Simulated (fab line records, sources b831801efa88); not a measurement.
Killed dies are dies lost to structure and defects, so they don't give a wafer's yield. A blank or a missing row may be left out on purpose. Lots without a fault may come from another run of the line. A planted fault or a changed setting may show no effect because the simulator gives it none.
fab line records | flow gf180mcu
record lots=14 wafers=42 last_day=34
route steps=602 shown MIM@511 V5@562 PASSIVATION@589
lots that met no fault: from a run of the same line without faults
start_h: hours from the record's first day to the start of the lot's first wafer shown | wait_h: hours since the lot's step before | " the same as in the row above | L1.1+2: a row that stands for several wafers | - no value, or no start given | * or withheld: withheld | < > ~ a bound
route shown NAME@n: a module of which the file shows steps, and the number in the route of the first | usual: mean/standard deviation of fault-free wafers | same: alike in all rows | chamber/n: place in a boat | sites: the reading at each site | _std_site: their standard deviation | _edge_site: outer sites' mean less inner sites' | radius_mm: how far each site lies from the wafer's centre | mask NAME#n: copy n | behind: the tool/chamber that last shaped the wafer | hold: why the lot was held/for how many hours/how that ended | device: the transistor (n, p or np) that didn't switch | end of line: the same wafers' tests at the end of the route | a step without rows: its recipe alone | killed: dies lost to structure and defects at the first sort, not the wafer's yield | map: a wafer's dies, x killed, . not, _ none there
set.NAME: the setting as run; set.NAME@STEP: as run at that earlier step | model.NAME: the simulator's own value behind a step, which no gauge read
steps of the route over a sample of lots; a table a step, a row a wafer
services: from which hour (start_h, from the record's first day; less than 0 if before it) a tool's chamber was out of use, for how many hours, and why
## steps
# step GF_MIM_SPUTTER_08
# recipe material=AlCu target_thk_nm=200 power_w=10600 time_s=10.6 chamber_pressure_pa=0.4
# usual throttle_valve_pct=29.9/0.84
# columns lot.wafer tool chamber start_h wait_h throttle_valve_pct
L903.3 pvd_sputter-04 - 564.38 0.0 29.0
L903.5 " - " " 30.5
L903.6 " - " " 29.1
L904.1 pvd_sputter-03 - 574.52 0.0 29.5
L904.4 " - " " 29.5
L904.5 " - " " 30.0
L905.1 pvd_sputter-03 - 583.56 0.0 29.5
L905.2 " - " " 30.1
L905.6 " - " " 30.9
L906.1 pvd_sputter-03 - 586.37 0.0 30.0
L906.4 " - " " 29.3
L906.6 " - " " 30.8
L907.2 pvd_sputter-02 - 599.43 0.0 30.1
L907.5 " - " " 28.8
L907.6 " - " " 31.7
L909.2 pvd_sputter-02 - 614.49 0.0 31.4
L909.5 " - " " 28.9
L909.6 " - " " 31.8
L910.1 pvd_sputter-02 - 617.33 0.0 31.8
L910.3 " - " " 28.6
L910.6 " - " " 31.7
L911.1 pvd_sputter-04 - 633.89 0.0 28.9
L911.5 " - " " 29.1
L911.6 " - " " 30.4
L916.1 pvd_sputter-03 - 664.62 0.0 29.5
L916.5 " - " " 30.6
L916.6 " - " " 29.6
L919.2 pvd_sputter-02 - 687.78 0.0 31.6
L919.4 " - " " 28.6
L919.5 " - " " 30.1
L922.1 pvd_sputter-04 - 705.62 0.0 30.5
L922.3 " - " " 30.0
L922.4 " - " " 29.1
L923.2 pvd_sputter-04 - 710.62 0.0 28.5
L923.3 " - " " 30.6
L923.5 " - " " 28.7
L924.1 pvd_sputter-04 - 717.77 0.0 30.7
L924.5 " - " " 28.8
L924.6 " - " " 30.1
L925.4 pvd_sputter-03 - 724.79 0.0 29.6
L925.5 " - " " 30.7
L925.6 " - " " 29.5
# step GF_V5_SPUTTER_22
# recipe material=TiN target_thk_nm=10 chamber_pressure_pa=5 power_w=4000 time_s=40
# usual throttle_valve_pct=29.7/0.64
# columns lot.wafer tool chamber start_h wait_h throttle_valve_pct
L903.3 pvd_sputter-01 - 630.45 0.0 30.5
L903.5 " - " " 29.3
L903.6 " - " " 29.1
L904.1 pvd_sputter-01 - 639.85 0.0 28.9
L904.4 " - " " 29.7
L904.5 " - " " 29.9
L905.1 pvd_sputter-01 - 649.60 0.0 29.2
L905.2 " - " " 29.6
L905.6 " - " " 31.0
L906.1 pvd_sputter-04 - 650.71 0.0 28.6
L906.4 " - " " 29.1
L906.6 " - " " 29.4
L907.2 pvd_sputter-03 - 662.50 0.0 29.5
L907.5 " - " " 30.0
L907.6 " - " " 30.7
L909.2 pvd_sputter-03 - 677.31 0.0 30.8
L909.5 " - " " 30.1
L909.6 " - " " 29.5
L910.1 pvd_sputter-03 - 679.11 0.0 30.8
L910.3 " - " " 29.6
L910.6 " - " " 29.5
L911.1 pvd_sputter-04 - 694.80 0.0 29.3
L911.5 " - " " 29.2
L911.6 " - " " 30.4
L916.1 pvd_sputter-04 - 723.14 0.0 30.5
L916.5 " - " " 28.9
L916.6 " - " " 30.1
L919.2 pvd_sputter-04 - 744.34 0.0 30.0
L919.4 " - " " 30.3
L919.5 " - " " 29.2
L922.1 pvd_sputter-04 - 759.64 0.0 29.1
L922.3 " - " " 30.3
L922.4 " - " " 29.3
L923.2 pvd_sputter-03 - 764.71 0.0 30.8
L923.3 " - " " 29.5
L923.5 " - " " 29.1
L924.1 pvd_sputter-01 - 770.10 0.0 29.6
L924.5 " - " " 29.5
L924.6 " - " " 28.9
L925.4 pvd_sputter-03 - 778.10 0.0 30.5
L925.5 " - " " 29.4
L925.6 " - " " 30.7
# step GF_PASSIVATION_CVD_02
# recipe material=Si3N4 target_thk_nm=700 time_s=486.18 temp_c=400 rf_w=450
# usual heater_power_w=650/120
# columns lot.wafer tool chamber start_h wait_h heater_power_w
L903.3 pecvd-03 0 652.51 0.0 1000
L903.5 " 2 " " 918
L903.6 " 1 " " 621
L904.1 pecvd-01 2 660.87 0.1 622
L904.4 " 1 " " 681
L904.5 " 0 " " 622
L905.1 pecvd-01 2 671.06 0.1 624
L905.2 " 0 " " 488
L905.6 " 0 " " 543
L906.1 pecvd-01 0 672.86 0.1 609
L906.4 " 2 " " 501
L906.6 " 1 " " 620
L907.2 pecvd-04 1 683.54 0.0 514
L907.5 " 1 " " 538
L907.6 " 0 " " 509
L909.2 pecvd-01 2 697.72 0.0 596
L909.5 " 1 " " 692
L909.6 " 2 " " 601
L910.1 pecvd-03 2 699.86 0.1 838
L910.3 " 1 " " 568
L910.6 " 0 " " 917
L911.1 pecvd-03 2 714.38 0.1 821
L911.5 " 2 " " 917
L911.6 " 1 " " 633
L916.1 pecvd-01 2 741.80 0.1 558
L916.5 " 2 " " 606
L916.6 " 1 " " 605
L919.2 pecvd-01 0 762.25 0.0 585
L919.4 " 2 " " 620
L919.5 " 1 " " 750
L922.1 pecvd-01 1 776.89 0.1 664
L922.3 " 0 " " 577
L922.4 " 1 " " 694
L923.2 pecvd-01 0 781.40 0.0 619
L923.3 " 2 " " 528
L923.5 " 1 " " 763
L924.1 pecvd-04 1 787.81 0.1 523
L924.5 " 2 " " 698
L924.6 " 1 " " 533
L925.4 pecvd-03 1 795.50 0.2 647
L925.5 " 0 " " 920
L925.6 " 2 " " 880
# step GF_PASSIVATION_ETCH_11
# recipe chemistry=CF4/O2 target_depth_nm=1800 stop_on=TiN source_w=800 bias_w=150 pressure_mtorr=150 cf4_flow_sccm=80 O2_flow_sccm=10 time_s=400
# usual drypump_motor_current_A=5.8/0.43 oes_product_au=0.966/0.0078 rf_fwd_power_W=798.3/2.4 throttle_valve_pct=5.960/0.0098
# columns lot.wafer tool chamber start_h wait_h drypump_motor_current_A oes_product_au rf_fwd_power_W rf_hours_counter_h throttle_valve_pct
L903.3 rie_diel-02 3 672.21 - 5.6 0.958 797.2 23 5.956
L903.5 " 3 " " 5.6 0.968 802.6 - 5.970
L903.6 " 2 " " 6.2 0.972 795.8 - 5.962
L904.1 rie_diel-02 2 680.40 - 6.3 0.965 796.8 43 5.966
L904.4 " 1 " " 6.0 0.964 796.4 18 5.969
L904.5 " 3 " " 5.6 0.972 800.0 - 5.962
L905.1 rie_diel-03 0 690.55 - 5.7 0.975 802.1 12 5.961
L905.2 " 1 " " 5.5 0.962 799.6 12 5.961
L905.6 " 1 " " 5.5 0.968 798.8 - 5.978
L906.1 rie_diel-04 1 691.55 - 6.7 0.958 800.9 14 5.971
L906.4 " 3 " " 6.0 0.985 797.3 12 5.956
L906.6 " 0 " " 6.1 0.979 801.2 - 5.943
L907.2 rie_diel-03 2 702.15 - 5.5 0.964 800.1 11 5.950
L907.5 " 2 " " 5.5 0.978 800.7 - 5.975
L907.6 " 0 " " 5.7 0.980 801.0 - 5.959
L909.2 rie_diel-04 2 716.25 - 5.1 0.968 798.4 23 5.956
L909.5 " 0 " " 6.1 0.981 800.4 - 5.976
L909.6 " 3 " " 6.0 0.975 796.5 - 5.954
L910.1 rie_diel-02 0 718.01 - 6.0 0.954 799.6 24 5.947
L910.3 " 3 " " 5.6 0.960 792.4 25 5.952
L910.6 " 0 " " 6.1 0.970 797.1 - 5.964
L911.1 rie_diel-04 2 732.01 - 5.1 0.965 797.8 23 5.976
L911.5 " 2 " " 5.1 0.965 799.6 - 5.948
L911.6 " 1 " " 6.7 0.965 799.9 - 5.961
L916.1 rie_diel-04 1 758.70 - 6.7 0.961 796.4 17 5.957
L916.5 " 2 " " 5.1 0.973 797.4 - 5.979
L916.6 " 3 " " 6.0 0.976 803.0 - 5.954
L919.2 rie_diel-04 3 777.85 - 6.0 0.973 796.1 16 5.956
L919.4 " 1 " " 6.7 0.976 797.2 18 5.966
L919.5 " 0 " " 6.1 0.963 794.3 - 5.956
L922.1 rie_diel-04 1 792.55 - 6.7 0.961 796.7 19 5.940
L922.3 " 0 " " 6.1 0.964 802.1 36 5.956
L922.4 " 3 " " 6.0 0.916 670.6 17 5.946
L923.2 rie_diel-04 2 796.76 - 5.1 0.960 798.1 27 5.974
L923.3 " 3 " " 6.0 0.921 666.3 17 5.946
L923.5 " 3 " " 6.0 0.917 668.8 - 5.958
L924.1 rie_diel-03 1 803.56 - 5.5 0.969 799.0 17 5.953
L924.5 " 1 " " 5.5 0.959 798.2 - 5.956
L924.6 " 2 " " 5.6 0.984 797.2 - 5.969
L925.4 rie_diel-03 2 810.35 - 5.6 0.960 798.7 17 5.951
L925.5 " 1 " " 5.5 0.978 796.9 - 5.967
L925.6 " 2 " " 5.6 0.961 802.1 - 5.975
# step GF_PASSIVATION_STRIP_12
# recipe chemistry=O2/N2 power_w=1400 pressure_mtorr=1500 platen_temp_c=250 o2_flow_sccm=3000 n2_flow_sccm=300 overash_fraction=0.5
# usual drypump_motor_current_A=5.5/0.33 heater_power_w=330/8.1 oes_product_au=0.720/0.0043 strip_time_to_endpoint_s=34.66/0.22
# columns lot.wafer tool chamber start_h wait_h drypump_motor_current_A heater_power_w oes_product_au rf_hours_counter_h strip_time_to_endpoint_s
L903.3 plasma_asher-03 1 672.48 0.2 6.2 332 0.724 - 34.81
L903.5 " 0 " " 5.4 326 0.721 - 34.92
L903.6 " 1 " " 6.2 328 0.716 - 34.79
L904.1 plasma_asher-04 1 680.64 0.1 5.6 343 0.719 61 34.96
L904.4 " 0 " " 5.2 324 0.720 - 35.16
L904.5 " 1 " " 5.6 336 0.720 - 34.71
L905.1 plasma_asher-03 1 690.79 0.1 6.2 338 0.717 90 34.58
L905.2 " 0 " " 5.4 333 0.716 90 34.42
L905.6 " 0 " " 5.4 337 0.716 - 34.44
L906.1 plasma_asher-01 1 691.79 0.1 5.3 322 0.710 112 34.41
L906.4 " 1 " " 5.3 320 0.711 - 34.35
L906.6 " 1 " " 5.3 322 0.726 - 34.40
L907.2 plasma_asher-04 1 702.39 0.1 5.6 344 0.714 64 34.46
L907.5 " 1 " " 5.6 338 0.725 - 34.59
L907.6 " 0 " " 5.2 332 0.711 - 34.65
L909.2 plasma_asher-03 1 716.49 0.1 6.2 328 0.727 93 34.78
L909.5 " 0 " " 5.4 327 0.717 - 34.48
L909.6 " 1 " " 6.2 329 0.723 - 34.49
L910.1 plasma_asher-01 0 718.25 0.1 5.5 311 0.723 115 34.82
L910.3 " 0 " " 5.5 302 0.717 - 34.62
L910.6 " 1 " " 5.3 324 0.715 - 34.78
L911.1 plasma_asher-01 1 732.25 0.1 5.3 322 0.712 116 34.71
L911.5 " 0 " " 5.5 315 0.714 - 34.66
L911.6 " 1 " " 5.3 323 0.726 - 34.48
L916.1 plasma_asher-03 0 758.94 0.1 5.4 333 0.728 97 34.76
L916.5 " 1 " " 6.2 334 0.725 - 34.69
L916.6 " 0 " " 5.4 333 0.727 - 34.25
L919.2 plasma_asher-04 1 778.09 0.1 5.6 331 0.710 72 34.52
L919.4 " 0 " " 5.2 328 0.722 - 34.67
L919.5 " 0 " " 5.3 327 0.727 - 34.74
L922.1 plasma_asher-04 1 792.79 0.1 5.6 339 0.720 74 34.74
L922.3 " 0 " " 5.2 330 0.715 - 34.54
L922.4 " 1 " " 5.6 334 0.718 - 36.67
L923.2 plasma_asher-04 1 797.00 0.1 5.6 324 0.721 74 34.98
L923.3 " 0 " " 5.2 336 0.718 - 36.78
L923.5 " 0 " " 5.2 322 0.718 - 36.64
L924.1 plasma_asher-01 0 803.80 0.1 5.5 313 0.730 6 34.72
L924.5 " 0 " " 5.5 320 0.724 - 34.56
L924.6 " 1 " " 5.3 318 0.722 - 34.47
L925.4 plasma_asher-03 1 810.62 0.2 6.2 340 0.721 - 34.46
L925.5 " 1 " " 6.2 333 0.715 - 34.65
L925.6 " 0 " " 5.4 327 0.720 - 34.23
## services
# columns tool chamber start_h hours kind
rie_diel-03 3 542.58 7.0 repair
pvd_sputter-04 - 549.36 1.3 repair
pecvd-03 - 559.60 5.5 pm
rie_diel-03 - 560.23 0.5 repair
plasma_asher-03 - 577.25 18.3 repair
pecvd-04 - 589.82 1.1 repair
rie_diel-02 2 620.68 12.8 repair
pecvd-03 1 626.78 15.3 repair
pvd_sputter-01 - 650.81 1.4 repair
rie_diel-04 - 673.03 4.0 pm
plasma_asher-03 - 680.74 9.8 repair
rie_diel-03 2 685.78 15.3 repair
rie_diel-03 - 698.43 2.2 repair
rie_diel-03 3 700.65 8.7 repair
rie_diel-04 1 707.90 3.6 repair
plasma_asher-03 - 708.78 1.3 repair
pecvd-03 0 709.33 5.1 repair
rie_diel-02 2 710.59 7.6 repair
pvd_sputter-03 - 713.18 1.3 repair
pecvd-03 0 724.72 7.6 repair
plasma_asher-01 - 733.75 9.0 pm
pecvd-03 - 734.68 0.5 repair
rie_diel-02 2 775.96 4.0 repair
pvd_sputter-03 - 795.06 4.2 repair
## key
first_sign step=GF_PASSIVATION_ETCH_11 reading=rf_fwd_power_W direction=down sigmas=55 usual=798.3 struck=668.6
effect step=GF_PASSIVATION_ETCH_11 reading=oes_product_au direction=down sigmas=6.1 usual=0.966 struck=0.918
effect step=GF_PASSIVATION_STRIP_12 reading=strip_time_to_endpoint_s direction=up sigmas=9.2 usual=* struck=*
met_at GF_PASSIVATION_ETCH_11
struck_lots L922,L923
struck_wafers L922.4,L923.3,L923.5
later_rows_left_out L922.4,L923.3,L923.5
sort_left_out L922.4,L923.3,L923.5
not_acting_at GF_MIM_SPUTTER_08,GF_V5_SPUTTER_22,GF_PASSIVATION_CVD_02
onset_between 777.85 792.55
fault kind=process_parameter_drift tool=rie_diel-04 chamber=3 onset_h=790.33 steps=GF_PASSIVATION_ETCH_11 channel=source_w offset=-128 shape=step end_h=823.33 acts_in=these_recipes_only stated=800
# sort_left_out: the simulated sort isn't trusted on such a fault, so these wafers' sort isn't shown, and their yield isn't known
# later_rows_left_out: the simulator's readings of these wafers behind a module that went badly wrong aren't trusted and aren't shown, but for the sort
